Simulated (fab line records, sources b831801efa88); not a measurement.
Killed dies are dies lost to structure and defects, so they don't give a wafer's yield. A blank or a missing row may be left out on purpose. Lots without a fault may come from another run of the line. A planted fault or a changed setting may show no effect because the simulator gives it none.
Which tool did it? | flow sky130 | 24 lots, 72 wafers sampled, at 6 steps of a route of 708

WHAT THE GAUGES READ, wafer by wafer
SKY_LDD_LDN_OVL_MEAS_07.
lot  | measured     | on         | LDD_LDN_OVL (nm)
L074 | day 22 15:34 | overlay-02 | 1.5 3.6 0.4
L075 | day 22 18:41 | overlay-01 | -1.2 -1.6 -0.7
L076 | day 23 02:10 | overlay-02 | 0.8 -0.5 -0.2
L079 | day 25 03:49 | overlay-01 | 2.7 2.0 1.7
L077 | day 25 06:46 | overlay-02 | 1.4 1.2 1.7
L078 | day 25 07:04 | overlay-01 | 0.0 -0.6 -0.3
L081 | day 25 10:19 | overlay-01 | 0.2 3.0 2.2
L080 | day 25 11:37 | overlay-02 | 2.2 1.6 2.0
L082 | day 25 19:52 | overlay-01 | 1.4 1.2 1.0
L083 | day 27 08:59 | overlay-01 | 2.5 2.6 0.3
L084 | day 27 09:53 | overlay-01 | 2.4 3.0 3.8
L086 | day 27 10:31 | overlay-01 | 1.8 1.1 1.7
L085 | day 27 12:04 | overlay-01 | 1.6 0.2 -1.0
L087 | day 27 14:19 | overlay-01 | -0.4 0.4 0.5
L089 | day 27 20:07 | overlay-02 | -1.5 -1.2 -2.6
L088 | day 27 21:22 | overlay-01 | 0.6 1.3 -0.6
L090 | day 28 09:46 | overlay-01 | 0.6 -0.9 0.5
L091 | day 28 13:19 | overlay-01 | -1.2 -0.2 0.7
L092 | day 29 00:13 | overlay-02 | 2.0 2.2 0.0
L094 | day 29 12:49 | overlay-01 | 1.3 0.1 -0.5
L093 | day 29 15:55 | overlay-02 | 0.1 0.6 1.2
L095 | day 29 17:22 | overlay-01 | 1.7 1.4 2.9
L096 | day 30 10:34 | overlay-01 | -1.1 0.6 -0.1
L097 | day 30 10:43 | overlay-02 | 1.6 1.8 1.0

SKY_LI_CONTACT_THK_MEAS_23: measures by xrf.
lot  | measured     | on            | LI_CONTACT_W_THK (nm)
L074 | day 29 00:05 | film_metro-01 | 392 395 408
L075 | day 29 03:56 | film_metro-01 | 395 397 410
L076 | day 29 08:11 | film_metro-03 | 393 396 397
L079 | day 31 10:18 | film_metro-03 | 397 415 408
L077 | day 31 12:59 | film_metro-03 | 402 399 396
L078 | day 31 13:37 | film_metro-04 | 396 395 398
L081 | day 31 14:54 | film_metro-03 | 396 403 393
L080 | day 31 16:18 | film_metro-01 | 383 390 387
L082 | day 31 23:29 | film_metro-04 | 397 409 411
L083 | day 33 08:22 | film_metro-03 | 386 392 388
L084 | day 33 09:46 | film_metro-03 | 394 395 417
L086 | day 33 12:06 | film_metro-04 | 400 387 385
L085 | day 33 14:02 | film_metro-03 | 397 412 403
L087 | day 33 14:53 | film_metro-04 | 395 395 407
L089 | day 33 21:34 | film_metro-04 | 411 390 391
L088 | day 33 22:11 | film_metro-01 | 395 391 388
L090 | day 34 07:53 | film_metro-03 | 390 410 414
L091 | day 34 12:18 | film_metro-01 | 408 405 390
L092 | day 34 21:14 | film_metro-03 | 389 394 409
L094 | day 35 09:33 | film_metro-01 | 393 397 407
L093 | day 35 13:14 | film_metro-03 | 398 404 403
L095 | day 35 14:31 | film_metro-04 | 418 408 401
L096 | day 36 05:50 | film_metro-01 | 390 374 380
L097 | day 36 06:36 | film_metro-03 | 405 412 397

SKY_CONTACT_THK_MEAS_03.
lot  | measured     | on            | CONTACT_HDPCVD_THK (nm)
L074 | day 30 06:53 | film_metro-03 | 568 559 556
L075 | day 30 09:56 | film_metro-02 | 559 571 554
L076 | day 30 19:43 | film_metro-04 | 553 548 559
L079 | day 32 14:11 | film_metro-04 | 552 552 545
L077 | day 32 18:25 | film_metro-04 | 555 564 560
L078 | day 32 18:34 | film_metro-04 | 558 566 554
L081 | day 32 19:00 | film_metro-03 | 554 558 564
L080 | day 32 21:17 | film_metro-04 | 550 560 562
L082 | day 33 03:55 | film_metro-03 | 554 571 555
L083 | day 34 13:16 | film_metro-03 | 556 574 558
L084 | day 34 14:21 | film_metro-04 | 566 559 564
L086 | day 34 16:46 | film_metro-04 | 560 575 555
L085 | day 34 18:53 | film_metro-03 | 560 559 557
L087 | day 34 19:21 | film_metro-04 | 550 579 560
L089 | day 35 01:47 | film_metro-02 | 552 560 567
L088 | day 35 02:27 | film_metro-03 | 548 581 566
L090 | day 35 12:23 | film_metro-04 | 569 553 570
L091 | day 35 16:21 | film_metro-02 | 560 567 563
L092 | day 36 01:45 | film_metro-04 | 553 558 554
L094 | day 36 13:10 | film_metro-03 | 560 568 553
L093 | day 36 17:22 | film_metro-04 | 568 554 548
L095 | day 36 18:59 | film_metro-02 | 554 559 558
L096 | day 37 09:57 | film_metro-02 | 553 555 561
L097 | day 37 10:47 | film_metro-04 | 565 564 560

SKY_METAL4_CD_MEAS_13: target cd 300 nm.
lot  | measured     | on        | cd_nm (nm)
L074 | day 41 16:17 | cd_sem-01 | 300.9 300.6 300.9
L075 | day 41 22:30 | cd_sem-01 | 297.7 298.6 299.2
L076 | day 42 02:45 | cd_sem-01 | 301.2 301.4 299.7
L079 | day 43 16:34 | cd_sem-01 | 300.5 301.8 299.0
L077 | day 43 22:02 | cd_sem-02 | 300.6 300.1 300.3
L078 | day 43 21:19 | cd_sem-02 | 300.0 300.9 298.4
L081 | day 43 22:43 | cd_sem-01 | 299.5 301.4 299.8
L080 | day 44 02:59 | cd_sem-02 | 302.2 301.1 302.8
L082 | day 44 03:56 | cd_sem-01 | 299.9 300.8 301.3
L083 | day 45 08:52 | cd_sem-01 | 302.2 299.0 300.7
L084 | day 45 10:10 | cd_sem-02 | 297.8 300.1 298.1
L086 | day 45 10:16 | cd_sem-02 | 300.8 299.3 300.5
L085 | day 45 11:16 | cd_sem-02 | 300.4 299.7 300.9
L087 | day 45 11:58 | cd_sem-01 | 297.9 298.2 299.9
L089 | day 45 13:44 | cd_sem-02 | 298.8 299.3 298.5
L088 | day 45 17:59 | cd_sem-02 | 300.7 302.3 301.0
L090 | day 46 02:10 | cd_sem-01 | 301.5 301.9 302.4
L091 | day 46 04:38 | cd_sem-02 | 301.3 301.2 301.3
L092 | day 46 10:13 | cd_sem-02 | 300.4 299.1 300.2
L094 | day 46 20:15 | cd_sem-02 | 300.6 299.2 299.9
L093 | day 47 01:14 | cd_sem-01 | 300.4 300.5 300.7
L095 | day 47 01:34 | cd_sem-02 | 302.8 303.5 303.7
L096 | day 47 11:28 | cd_sem-02 | 297.7 297.5 300.1
L097 | day 47 13:01 | cd_sem-02 | 298.0 297.9 298.5

WHICH TOOL RAN EACH LOT (tool, then ch and the chambers of the sampled wafers, then the start)
lot  | SKY_LI_CONTACT_SPUTTER_19    | SKY_VIA1_CVD_21
L074 | pvd_sputter-02, day 28 23:41 | cvd_w-01 ch 0,1, day 33 23:04
L075 | pvd_sputter-01, day 29 03:32 | cvd_w-01 ch 0,1, day 34 01:02
L076 | pvd_sputter-04, day 29 07:47 | cvd_w-02 ch 0,1, day 34 08:17
L079 | pvd_sputter-01, day 31 09:55 | cvd_w-02 ch 0,1, day 36 02:46
L077 | pvd_sputter-02, day 31 12:35 | cvd_w-01 ch 0,1, day 36 08:41
L078 | pvd_sputter-01, day 31 13:14 | cvd_w-02 ch 0,1, day 36 08:33
L081 | pvd_sputter-02, day 31 14:30 | cvd_w-02 ch 0,1, day 36 09:34
L080 | pvd_sputter-02, day 31 15:55 | cvd_w-01 ch 0,1, day 36 10:46
L082 | pvd_sputter-02, day 31 23:06 | cvd_w-02 ch 0, day 36 15:29
L083 | pvd_sputter-01, day 33 07:56 | cvd_w-02 ch 0,1, day 38 01:23
L084 | pvd_sputter-04, day 33 09:21 | cvd_w-01 ch 0,1, day 38 01:44
L086 | pvd_sputter-01, day 33 11:41 | cvd_w-02 ch 0,1, day 38 03:38
L085 | pvd_sputter-04, day 33 13:40 | cvd_w-01 ch 0,1, day 38 06:18
L087 | pvd_sputter-04, day 33 14:29 | cvd_w-02 ch 0,1, day 38 06:57
L089 | pvd_sputter-04, day 33 21:10 | cvd_w-02 ch 0,1, day 38 11:41
L088 | pvd_sputter-01, day 33 21:48 | cvd_w-01 ch 0,1, day 38 14:10
L090 | pvd_sputter-02, day 34 07:31 | cvd_w-01 ch 0,1, day 38 22:47
L091 | pvd_sputter-02, day 34 11:55 | cvd_w-01 ch 0,1, day 39 02:06
L092 | pvd_sputter-04, day 34 20:52 | cvd_w-02 ch 0,1, day 39 10:06
L094 | pvd_sputter-04, day 35 09:08 | cvd_w-01 ch 0,1, day 39 22:39
L093 | pvd_sputter-01, day 35 12:50 | cvd_w-02 ch 0,1, day 40 02:11
L095 | pvd_sputter-04, day 35 14:08 | cvd_w-01 ch 0,1, day 40 03:13
L096 | pvd_sputter-01, day 36 05:28 | cvd_w-02 ch 0,1, day 40 15:43
L097 | pvd_sputter-02, day 36 06:13 | cvd_w-01 ch 0,1, day 40 18:43
- SKY_LI_CONTACT_SPUTTER_19: material Ti, target thk 20 nm, time 106.37 s.
- SKY_VIA1_CVD_21: deposits W, target thk 270 nm, time 80.902 s.

WHAT THE TOOLS THEMSELVES READ (means of the sampled wafers that have a number; where no wafer has one, the mark that the record gives instead)
SKY_LI_CONTACT_SPUTTER_19.
lot  | tool           | chamber_pressure_pa (Pa) | throttle_valve_pct (%)
L074 | pvd_sputter-02 | 5.004                    | 30.5
L075 | pvd_sputter-01 | 5.006                    | 29.3
L076 | pvd_sputter-04 | 4.997                    | 30.4
L079 | pvd_sputter-01 | 5.004                    | 29.5
L077 | pvd_sputter-02 | 4.999                    | 31.3
L078 | pvd_sputter-01 | 4.996                    | 29.8
L081 | pvd_sputter-02 | 4.999                    | 31.2
L080 | pvd_sputter-02 | 5.009                    | 31.0
L082 | pvd_sputter-02 | 4.993                    | 30.3
L083 | pvd_sputter-01 | 5.003                    | 30.0
L084 | pvd_sputter-04 | 4.994                    | 30.2
L086 | pvd_sputter-01 | 5.002                    | 29.6
L085 | pvd_sputter-04 | 5.008                    | 30.3
L087 | pvd_sputter-04 | 5.000                    | 31.1
L089 | pvd_sputter-04 | 4.988                    | 31.2
L088 | pvd_sputter-01 | 4.997                    | 29.1
L090 | pvd_sputter-02 | 4.994                    | 31.2
L091 | pvd_sputter-02 | 5.005                    | 31.3
L092 | pvd_sputter-04 | 4.998                    | 30.9
L094 | pvd_sputter-04 | 5.002                    | 29.8
L093 | pvd_sputter-01 | 5.000                    | 28.9
L095 | pvd_sputter-04 | 4.988                    | 29.7
L096 | pvd_sputter-01 | 4.990                    | 29.5
L097 | pvd_sputter-02 | 4.995                    | 30.5

SKY_VIA1_CVD_21.
lot  | tool     | heater_power_w (W) | susceptor_temp_C (C)
L074 | cvd_w-01 | 830                | 399.94
L075 | cvd_w-01 | 833                | 399.85
L076 | cvd_w-02 | 848                | 399.87
L079 | cvd_w-02 | 852                | 400.12
L077 | cvd_w-01 | 840                | 400.30
L078 | cvd_w-02 | 858                | 399.90
L081 | cvd_w-02 | 844                | 400.07
L080 | cvd_w-01 | 888                | 399.90
L082 | cvd_w-02 | 828                | 400.03
L083 | cvd_w-02 | 852                | 400.02
L084 | cvd_w-01 | 832                | 399.75
L086 | cvd_w-02 | 860                | 399.80
L085 | cvd_w-01 | 888                | 399.84
L087 | cvd_w-02 | 861                | 399.99
L089 | cvd_w-02 | 846                | 399.60
L088 | cvd_w-01 | 886                | 400.10
L090 | cvd_w-01 | 888                | 399.81
L091 | cvd_w-01 | 887                | 400.08
L092 | cvd_w-02 | 809                | 400.23
L094 | cvd_w-01 | 886                | 399.93
L093 | cvd_w-02 | 804                | 399.79
L095 | cvd_w-01 | 905                | 400.00
L096 | cvd_w-02 | 813                | 400.02
L097 | cvd_w-01 | 838                | 400.05

THE ANSWER, worked out from the rows above alone
Rule: what is usual is taken from the lots themselves. Put in order of their means at a reading, lots are off if they are a third of the lots or fewer, leave a main group of 4 or more, and stand apart from it by a gap of 3 or more times the standard deviation of the main group's means; of several such gaps the widest counts. A main group whose means are all the same, to the digits that the tables above print for the reading, isn't used. A lot without any number at a reading at which 4 lots or more have one is off too. The other lots that the step has rows for count as sound. The gauges are gone through in route order, then the tools' own readings, and for those a lot's mean is taken as printed above. The first step at which some lot is off is used, and at that step the reading that is off furthest; a lot without a number counts as furthest.
No lot is off at any reading shown: from this, nothing can be told.

WHAT THE SIMULATOR HAD PUT IN
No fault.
